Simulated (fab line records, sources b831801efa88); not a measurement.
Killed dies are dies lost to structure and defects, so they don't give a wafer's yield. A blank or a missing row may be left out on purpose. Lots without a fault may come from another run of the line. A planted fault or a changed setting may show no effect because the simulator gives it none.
A struck lot beside a sound one | flow sfq_line | 42 steps out of a route of 325
Sound: wafers L597.1, L597.2, L597.3. Struck: wafers L615.1, L615.3, L615.5. The cause comes at the end.
At each step with rows: each side's tool, then ch and its chambers, then its first start. Under that, the readings that differ: sound wafers | struck wafers | difference of the means | sigmas: that difference in standard deviations of wafers without a fault.
alike: readings whose means differ by less than 2 such deviations, and words and numbers that are the same on both sides. not compared: withheld readings, readings that some wafer has no value for, bounds like >300 that may hide the same value, and numbers for which the record gives no deviation and whose values overlap.
The two part at a step that has a row with sigmas, a row that says differs or no value, or rows on one side only. Numbers that don't overlap but have no deviation are shown without sigmas and don't part them. A reading that every wafer of one side lacks parts them only if that side has two wafers or more.

first, 6 steps without rows for these wafers: SFQ_TRILAYER_I0_VIA_LITHO_COAT_036 (resist thk 62 nm); SFQ_TRILAYER_I0_VIA_LITHO_COAT_031 (resist thk 650 nm); SFQ_TRILAYER_I0_VIA_LITHO_SOFTBAKE_035; SFQ_TRILAYER_I0_VIA_LITHO_EXPOSE_032 (exposes mask I0, target cd 500 nm); SFQ_TRILAYER_I0_VIA_LITHO_PEB_034 (peb time 60 s); SFQ_TRILAYER_I0_VIA_LITHO_DEVELOP_033 (time 60 s).
SFQ_I0_OVL_MEAS_908:
  sound on overlay-02, day 11 10:55; struck on overlay-02, day 17 00:02
  alike: I0_OVL
then, 2 steps without rows for these wafers: SFQ_TRILAYER_I0_VIA_BARC_OPEN_VIA_ETCH_046 (etches BARC in O2, target depth 125 nm, time 41.7 s); SFQ_TRILAYER_I0_VIA_ETCH_VIA_ETCH_034 (etches SiO2 in CHF3, stops on Nb, target depth 260 nm).
SFQ_TRILAYER_I0_VIA_STRIP_STRIP_035: strips in O2.
  sound on rie_metal-04 ch 0,1, day 11 11:06; struck on rie_metal-04 ch 0,1, day 17 00:13
  alike: drypump_motor_current_A, oes_product_au, platen_temp_c
  not compared: rf_hours_counter_h
then, 2 steps without rows for these wafers: SFQ_TRILAYER_I0_VIA_STRIP_SOLV_CLEAN_036 (cleans in NMP, time 600 s); SFQ_TRILAYER_M1_DEP_PRE_CLEAN_038 (time 22.5 s).
SFQ_TRILAYER_M1_DEP_SPUTTER_037: material Nb, target thk 200 nm, time 133.3 s.
  sound on pvd_sputter-03, day 11 11:55; struck on pvd_sputter-06, day 17 01:02
  reading                                             | sound                | struck               | difference | sigmas
  cathode_dc_power_W (W)                              | 1999.8 2000.3 2000.2 | 2054.8 2054.3 2054.7 | +54.5      | +99 or more
  model.Nb_of_TRILAYER_M1_DEP_SPUTTER_037.thk_nm (nm) | 203.2 203.7 202.6    | 204.4 209.7 208.6    | +4.4       |
  alike: resputter_cathode_voltage_v, substrate_temp_c, throttle_valve_pct
SFQ_M1_RS_MEAS_909: measures by four-point-probe.
  sound on film_metro-02, day 11 12:01; struck on film_metro-02, day 17 01:07
  alike: M1_NB_RS
then, 6 steps without rows for these wafers: SFQ_TRILAYER_M1_LITHO_COAT_044 (resist thk 62 nm); SFQ_TRILAYER_M1_LITHO_COAT_039 (resist thk 600 nm); SFQ_TRILAYER_M1_LITHO_SOFTBAKE_043; SFQ_TRILAYER_M1_LITHO_EXPOSE_040 (exposes mask M1, target cd 500 nm); SFQ_TRILAYER_M1_LITHO_PEB_042 (peb time 60 s); SFQ_TRILAYER_M1_LITHO_DEVELOP_041 (time 60 s).
-- the record jumps here: 3 days lie between the struck wafers' starts before and after --
SFQ_M1_OVL_MEAS_911:
  sound on overlay-01, day 13 17:37; struck on overlay-01, day 19 19:08
  reading     | sound    | struck | difference | sigmas
  M1_OVL (nm) | -9 -2 -8 | 9 6 13 | +16        | +3
then, 1 step without rows for these wafers: SFQ_TRILAYER_M1_BARC_OPEN_METAL_ETCH_054 (etches BARC in O2, target depth 125 nm, time 41.7 s).
SFQ_TRILAYER_M1_ETCH_METAL_ETCH_042: etches Nb in Cl2/Ar, stops on SiO2, target depth 240 nm, time 120 s.
  sound on rie_metal-03 ch 0,1, day 13 17:43; struck on rie_metal-01 ch 0,1, day 19 19:14
  reading                        | sound             | struck            | difference | sigmas
  model.M1.feature_depth_nm (nm) | 203.2 203.7 202.6 | 204.4 209.7 208.6 | +4.4       |
  model.etch.depth_nm (nm)       | 203.2 203.7 202.6 | 204.4 209.7 208.6 | +4.4       |
  alike: drypump_motor_current_A, oes_product_au
  not compared: rf_hours_counter_h
SFQ_TRILAYER_M1_STRIP_STRIP_043: strips in O2.
  sound on rie_metal-03 ch 0,1, day 13 17:50; struck on rie_metal-01 ch 0,1, day 19 19:22
  alike: drypump_motor_current_A, oes_product_au, platen_temp_c
  not compared: rf_hours_counter_h
then, 1 step without rows for these wafers: SFQ_TRILAYER_M1_STRIP_SOLV_CLEAN_044 (cleans in NMP, time 600 s).
SFQ_TRILAYER_I1_DEP_PECVD_045: deposits SiO2 from SiH4/N2O, time 111.11 s, target thk 500 nm.
  sound on pecvd-01 ch 0,1,2, day 13 18:37; struck on pecvd-01 ch 0,1, day 19 20:08
  alike: heater_power_w, showerhead_vpp_V, throttle_valve_pct
SFQ_TRILAYER_I1_CMP_CMP_046: polishes SiO2.
  sound on cmp-01 ch 0,2,3, day 13 22:28; struck on cmp-02 ch 0,1,3, day 20 02:37
  alike: edge_zone_pressure_frac, motor_current_A, slurry_filter_dp_kPa, time_to_endpoint_s
SFQ_I1_BOW_MEAS_912:
  sound on film_metro-03, day 14 01:28; struck on film_metro-02, day 20 04:37
  alike: I1_BOW
SFQ_TRILAYER_I1_METRO_MEASURE_047:
  sound on film_metro-03, day 14 01:35; struck on film_metro-02, day 20 04:44
  alike: thk_nm
then, 6 steps without rows for these wafers: SFQ_TRILAYER_I1_VIA_LITHO_COAT_054 (resist thk 62 nm); SFQ_TRILAYER_I1_VIA_LITHO_COAT_049 (resist thk 650 nm); SFQ_TRILAYER_I1_VIA_LITHO_SOFTBAKE_053; SFQ_TRILAYER_I1_VIA_LITHO_EXPOSE_050 (exposes mask I1, target cd 500 nm); SFQ_TRILAYER_I1_VIA_LITHO_PEB_052 (peb time 60 s); SFQ_TRILAYER_I1_VIA_LITHO_DEVELOP_051 (time 60 s).
-- the record jumps here: 3 days lie between the struck wafers' starts before and after --
SFQ_I1_OVL_MEAS_913:
  sound on overlay-01, day 16 19:14; struck on overlay-02, day 22 18:13
  alike: I1_OVL
then, 5 steps without rows for these wafers: SFQ_TRILAYER_I1_VIA_BARC_OPEN_VIA_ETCH_071 (etches BARC in O2, target depth 125 nm, time 41.7 s); SFQ_TRILAYER_I1_VIA_ETCH_VIA_ETCH_052 (etches SiO2 in CHF3, stops on Nb, target depth 260 nm); SFQ_TRILAYER_I1_VIA_STRIP_STRIP_053 (strips in O2); SFQ_TRILAYER_I1_VIA_STRIP_SOLV_CLEAN_054 (cleans in NMP, time 600 s); SFQ_TRILAYER_M2_DEP_PRE_CLEAN_056 (time 22.5 s).
-- the record jumps here: 58 days lie between the struck wafers' starts before and after --
SFQ_M8_BOW_MEAS_951:
  sound on film_metro-03, day 77 20:43; struck on film_metro-02, day 80 16:37
  reading               | sound               | struck             | difference | sigmas
  model.etest.m1.ohm_sq | 0.875 0.8728 0.8778 | 0.87 0.8479 0.8523 | -0.02      |
  alike: M8_BOW
  not compared: model.etest.m1.ohm_um

WHERE THEY PART
First at SFQ_TRILAYER_M1_DEP_SPUTTER_037; last, within this record, at SFQ_M1_OVL_MEAS_911. Later steps at which nothing parts them and some readings are alike: SFQ_TRILAYER_M1_ETCH_METAL_ETCH_042, SFQ_TRILAYER_M1_STRIP_STRIP_043, SFQ_TRILAYER_I1_DEP_PECVD_045, SFQ_TRILAYER_I1_CMP_CMP_046, SFQ_I1_BOW_MEAS_912, SFQ_TRILAYER_I1_METRO_MEASURE_047, SFQ_I1_OVL_MEAS_913, SFQ_M8_BOW_MEAS_951.

WHY: what the simulator had put in
Process parameter drift: pvd_sputter-06, from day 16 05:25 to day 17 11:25, at SFQ_TRILAYER_M1_DEP_SPUTTER_037. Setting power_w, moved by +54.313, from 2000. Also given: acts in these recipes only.
